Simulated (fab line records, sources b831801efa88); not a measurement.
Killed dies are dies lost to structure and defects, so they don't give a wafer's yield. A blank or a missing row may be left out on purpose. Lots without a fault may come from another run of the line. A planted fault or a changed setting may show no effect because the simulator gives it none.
Split-lot experiment | flow sfq_line | 5 lots, 23 wafers read, on a route of 325 steps

THE SPLIT
At SFQ_TRILAYER_I3_VIA_LITHO_COAT_085 (resist thk 650 nm), the setting spin_rpm was moved away from the recipe's 3000 rpm on 7 of the 23 wafers read, by +4.6% to +5.8%. The other wafers ran this setting at the recipe's value.

FROM THE SPLIT TO THE READING: what the file shows between them, 2 steps
- SFQ_TRILAYER_I3_VIA_LITHO_PEB_088: peb time 60 s (also split here: peb_temp_c)
- SFQ_TRILAYER_I3_VIA_LITHO_DEVELOP_087: time 60 s

THE READING
KrF_of_TRILAYER_I3_VIA_LITHO_COAT_085.thk_nm (the simulator's own value, which no gauge read), in nm, at SFQ_TRILAYER_I3_VIA_BARC_OPEN_VIA_ETCH_121 (etches BARC in O2, target depth 125 nm, time 41.7 s). The file gives no usual value for it. The 16 wafers here that ran the recipe average 573.2 nm, standard deviation 1.3 nm.

wafer  | tool, chamber at the split | spin_rpm as run, rpm | against the recipe | KrF_of_TRILAYER_I3_VIA_LITHO_COAT_085.thk_nm, nm | against lot-mates on the recipe
L074.2 | litho_track-03, 0          | 3000                 | recipe             | 574.1                                            | -
L074.3 | litho_track-03, 0          | 3138                 | +4.6%              | 560.4                                            | -12.5
L074.4 | litho_track-03, 0          | 3000                 | recipe             | 572                                              | -
L074.5 | litho_track-03, 0          | 3000                 | recipe             | 572.7                                            | -
L074.6 | litho_track-03, 0          | 3138                 | +4.6%              | 558.2                                            | -14.7
L079.1 | litho_track-04, 0          | 3000                 | recipe             | 573.4                                            | -
L079.3 | litho_track-04, 0          | 3000                 | recipe             | 576                                              | -
L079.6 | litho_track-04, 0          | 3000                 | recipe             | 573.9                                            | -
L081.1 | litho_track-01, 0          | 3000                 | recipe             | 573                                              | -
L081.2 | litho_track-01, 0          | 3174                 | +5.8%              | 557                                              | -17.4
L081.3 | litho_track-01, 0          | 3000                 | recipe             | 575                                              | -
L081.4 | litho_track-01, 0          | 3000                 | recipe             | 575.3                                            | -
L081.6 | litho_track-01, 0          | 3174                 | +5.8%              | 557.9                                            | -16.5
L084.1 | litho_track-04, 0          | 3000                 | recipe             | 571.8                                            | -
L084.3 | litho_track-04, 0          | 3000                 | recipe             | 572.1                                            | -
L084.4 | litho_track-04, 0          | 3000                 | recipe             | 573.6                                            | -
L084.5 | litho_track-04, 0          | 3000                 | recipe             | 572.8                                            | -
L084.6 | litho_track-04, 0          | 3000                 | recipe             | 571.5                                            | -
L085.2 | litho_track-03, 0          | 3174                 | +5.8%              | 556.2                                            | -15.8
L085.3 | litho_track-03, 0          | 3000                 | recipe             | 571.9                                            | -
L085.4 | litho_track-03, 0          | 3174                 | +5.8%              | 555.6                                            | -16.4
L085.5 | litho_track-03, 0          | 3000                 | recipe             | 572.2                                            | -
L085.6 | litho_track-03, 0          | 3174                 | +5.8%              | 554.3                                            | -17.8

THE FIT
A straight line over all 23 wafers: KrF_of_TRILAYER_I3_VIA_LITHO_COAT_085.thk_nm changes by -2.95 nm for each +1% of spin_rpm; r = -0.99; the points scatter about the line by 1.3 nm.
The same after taking each lot's own level away (the mean of its wafers on the recipe; 23 wafers): -2.91 nm for each +1%; r = -0.99; scatter 0.9 nm.
On that fit, the largest move of spin_rpm shifts the reading by 17 nm.
The lots' own levels span 572.05 to 574.43 nm, that is 1.8 times the standard deviation above.
So the lot-to-lot level changes the slope little: the two slopes agree.
Check: with one of the wafers moved furthest among these (+5.8%) left out of the fit, the line predicts -16.8 nm for it against its lot-mates. It came out at -17.4 nm against them.

OTHER SPLITS ON THESE WAFERS
These wafers also went through other splits before the reading. Each is held against what the fit with the lots' levels taken away leaves over:
other split on the same wafers               | wafers away from the commonest value | r with KrF_of_TRILAYER_I3_VIA_LITHO_COAT_085.thk_nm (lot level and that fit taken away)
SFQ_TRILAYER_I3_VIA_LITHO_PEB_088 peb_temp_c | 10                                   | +0.03

THE WHOLE CHAIN: every reading that the file lists as answering this split, in the file's order
step                                       | what it does                                        | reading                                                                                       | change (the file's fit)              | r (the file's)
SFQ_TRILAYER_I3_VIA_LITHO_COAT_085         | resist thk 650 nm                                   | KrF_of_TRILAYER_I3_VIA_LITHO_COAT_085.thk_nm (the simulator's own value, which no gauge read) | -2.99 nm for each +1% of the setting | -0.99
SFQ_TRILAYER_I3_VIA_BARC_OPEN_VIA_ETCH_121 | etches BARC in O2, target depth 125 nm, time 41.7 s | KrF_of_TRILAYER_I3_VIA_LITHO_COAT_085.thk_nm (the simulator's own value, which no gauge read) | -2.91 nm for each +1% of the setting | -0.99

THE FILE'S OWN FIT
KrF_of_TRILAYER_I3_VIA_LITHO_COAT_085.thk_nm changes by -2.91 nm for each +1% of spin_rpm, r = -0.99.
